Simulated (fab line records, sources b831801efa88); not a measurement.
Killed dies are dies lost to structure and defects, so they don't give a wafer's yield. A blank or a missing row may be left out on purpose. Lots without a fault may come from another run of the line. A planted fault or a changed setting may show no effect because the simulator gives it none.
Which tool did it? | flow gf180mcu | 13 lots, 39 wafers sampled, at 4 steps of a route of 602

WHAT THE GAUGES READ, wafer by wafer
GF_M1_THK_MEAS_06: measures by xrf. Usual: M1_ALCU_THK 437 nm, standard deviation 4.6.
lot  | measured     | on            | M1_ALCU_THK (nm) | flag
L289 | day 18 12:56 | film_metro-02 | 439 441 441      |
L291 | day 19 06:48 | film_metro-02 | 441 436 439      |
L293 | day 20 07:19 | film_metro-04 | 440 438 441      |
L296 | day 21 00:39 | film_metro-01 | 435 438 438      |
L298 | day 21 13:32 | film_metro-01 | 431 434 440      |
L300 | day 22 11:53 | film_metro-01 | 444 440 426      |
L301 | day 22 16:24 | film_metro-01 | 432 440 436      |
L302 | day 23 00:08 | film_metro-04 | 435 438 434      |
L303 | day 23 03:58 | film_metro-01 | 421 429 421      |
L304 | day 23 15:03 | film_metro-04 | 438 431 438      |
L306 | day 24 09:07 | film_metro-04 | 445 441 444      |
L307 | day 24 10:19 | film_metro-02 | 435 439 441      |
L310 | day 25 09:28 | film_metro-01 | 434 436 437      |

GF_V1_THK_MEAS_01. Usual: V1_CVD_00_THK 596 nm, standard deviation 7.
lot  | measured     | on            | V1_CVD_00_THK (nm) | flag
L289 | day 19 15:55 | film_metro-03 | 614 591 590        |
L291 | day 20 09:07 | film_metro-01 | 589 585 602        |
L293 | day 21 09:18 | film_metro-01 | 615 607 600        |
L296 | day 22 03:08 | film_metro-01 | 585 589 589        |
L298 | day 22 15:27 | film_metro-03 | 597 588 598        |
L300 | day 23 12:08 | film_metro-01 | 602 593 592        |
L301 | day 23 17:05 | film_metro-02 | 601 594 600        |
L302 | day 24 01:01 | film_metro-03 | 598 603 594        |
L303 | day 24 04:27 | film_metro-02 | 592 600 602        |
L304 | day 24 16:02 | film_metro-01 | 605 610 595        |
L306 | day 25 09:03 | film_metro-01 | 611 600 589        |
L307 | day 25 10:45 | film_metro-02 | 606 590 597        |
L310 | day 26 08:47 | film_metro-01 | 603 602 597        |

GF_V1_CD_MEAS_14: target cd 260 nm. Usual: cd_nm 260.3 nm, standard deviation 1.2.
lot  | measured     | on        | cd_nm (nm)        | flag
L289 | day 20 18:06 | cd_sem-02 | 257.5 259.1 258.9 |
L291 | day 21 10:50 | cd_sem-01 | 258.7 259.5 260.1 |
L293 | day 22 11:13 | cd_sem-01 | 259.6 261.4 261.1 |
L296 | day 23 03:58 | cd_sem-01 | 260.7 259.2 260.1 |
L298 | day 23 16:09 | cd_sem-01 | 262.6 260.3 261.1 |
L300 | day 24 12:10 | cd_sem-02 | 260.3 260.5 260.4 |
L301 | day 24 18:01 | cd_sem-01 | 259.7 261.5 259.7 |
L302 | day 25 01:51 | cd_sem-02 | 261.1 261.8 261.8 |
L303 | day 25 04:36 | cd_sem-01 | 261.4 277.6 261.5 | OFF
L304 | day 25 15:56 | cd_sem-01 | 274.3 276.0 259.2 | OFF
L306 | day 26 08:46 | cd_sem-02 | 260.9 275.4 261.9 | OFF
L307 | day 26 10:17 | cd_sem-02 | 275.4 274.6 275.1 | OFF
L310 | day 27 07:46 | cd_sem-02 | 258.6 260.0 258.4 |

WHICH TOOL RAN EACH LOT (tool, then ch and the chambers of the sampled wafers, then the start)
lot  | GF_V1_EXPOSE_11
L289 | krf_scanner-01 ch 0, day 20 05:15
L291 | krf_scanner-02 ch 0, day 20 22:51
L293 | krf_scanner-02 ch 0, day 21 22:51
L296 | krf_scanner-02 ch 0, day 22 15:40
L298 | krf_scanner-02 ch 0, day 23 04:42
L300 | krf_scanner-01 ch 0, day 24 00:43
L301 | krf_scanner-02 ch 0, day 24 06:21
L302 | krf_scanner-01 ch 0, day 24 13:59
L303 | krf_scanner-02 ch 0, day 24 16:56
L304 | krf_scanner-02 ch 0, day 25 04:25
L306 | krf_scanner-02 ch 0, day 25 21:47
L307 | krf_scanner-02 ch 0, day 25 23:34
L310 | krf_scanner-01 ch 0, day 26 20:47
- GF_V1_EXPOSE_11: exposes mask Via1, target cd 260 nm.

WHAT THE TOOLS THEMSELVES READ (means of the sampled wafers that have a number; where no wafer has one, the mark that the record gives instead)
The record holds no such reading with a usual standard deviation.

THE ANSWER, worked out from the rows above alone
Rule: a lot is off if the mean of its wafers that have a number lies more than 3 standard deviations from the usual mean. A lot without any number at a reading at which 4 lots or more have one is off too. The other lots that the step has rows for count as sound. The gauges are gone through in route order, then the tools' own readings, and for those a lot's mean is taken as printed above. The first step at which some lot is off is used, and at that step the reading that is off furthest; a lot without a number counts as furthest.
Off: L303, L304, L306, L307, at GF_V1_CD_MEAS_14 (cd_nm).
A tool fits if, at a process step before that reading, it ran every lot that is off, and no sound lot after the first of them. The gauges at GF_V1_CD_MEAS_14 are tried like those tools. One fits: krf_scanner-02 at GF_V1_EXPOSE_11. Its last sound lot is L301 (day 24 06:21), its first lot that is off L303 (day 24 16:56): a fault that began between those two fits.

WHAT THE SIMULATOR HAD PUT IN
Process parameter drift: krf_scanner-02, from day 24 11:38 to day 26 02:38, at GF_V1_EXPOSE_11. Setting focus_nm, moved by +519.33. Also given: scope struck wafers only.
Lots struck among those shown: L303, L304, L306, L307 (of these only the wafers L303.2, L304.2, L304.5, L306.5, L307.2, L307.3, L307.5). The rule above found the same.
